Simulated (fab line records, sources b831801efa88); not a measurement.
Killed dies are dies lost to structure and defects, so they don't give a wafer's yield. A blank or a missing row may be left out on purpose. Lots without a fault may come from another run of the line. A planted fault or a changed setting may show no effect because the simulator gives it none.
Chamber matching | flow sky130 | SKY_POLY_CUT_ETCH_10 on rie_diel-01: 4 sister chambers
The step etches BARC in N2/H2, stops on SiO2, time 45.9 s, target depth 60 nm. 8 wafers are shown with their chamber, then 8 later ones without.

WAFERS WITH THEIR CHAMBER
wafer  | chamber | drypump_motor_current_A (A) | throttle_valve_pct (%)
L081.6 | 2       | 6.2                         | 13.240
L082.3 | 2       | 6.2                         | 13.227
L083.2 | 3       | 4.9                         | 13.209
L083.6 | 3       | 5.0                         | 13.210
L089.2 | 0       | 5.4                         | 13.220
L089.3 | 1       | 5.3                         | 13.220
L089.6 | 0       | 5.4                         | 13.226
L090.1 | 1       | 5.3                         | 13.206

WAFERS WITHOUT THEIR CHAMBER
wafer  | drypump_motor_current_A (A) | throttle_valve_pct (%)
L090.5 | 4.9                         | 13.220
L090.6 | 6.2                         | 13.216
L093.1 | 5.5                         | 13.230
L093.5 | 4.9                         | 13.221
L093.6 | 5.4                         | 13.215
L094.3 | 5.4                         | 13.227
L094.5 | 5.4                         | 13.212
L094.6 | 5.3                         | 13.225

WHICH CHAMBER EACH WENT THROUGH
wafer  | from the rows above     | in truth
L090.5 | 3                       | 3
L090.6 | 2                       | 2
L093.1 | 0                       | 0
L093.5 | 3                       | 3
L093.6 | can't be placed: 0 or 1 | 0
L094.3 | 0                       | 0
L094.5 | can't be placed: 0 or 1 | 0
L094.6 | can't be placed: 1 or 0 | 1
Placed correctly: 5 of 8. Can't be placed from these rows: 3 (the true chamber is among the candidates in 3). Placed wrongly: 0.
How it was worked out, from the rows above alone: a wafer's distance from a chamber is the root of the sum, over the readings, of the square of ((its reading less the chamber's mean) divided by the reading's scatter). The wafer belongs to the nearest chamber; if the next one is less than 2 further off, it can't be placed. A chamber's mean is the mean of its shown wafers. The scatter: the root of (the sum of the squares of (reading less its chamber's mean) over the shown wafers, divided by (wafers less chambers)).
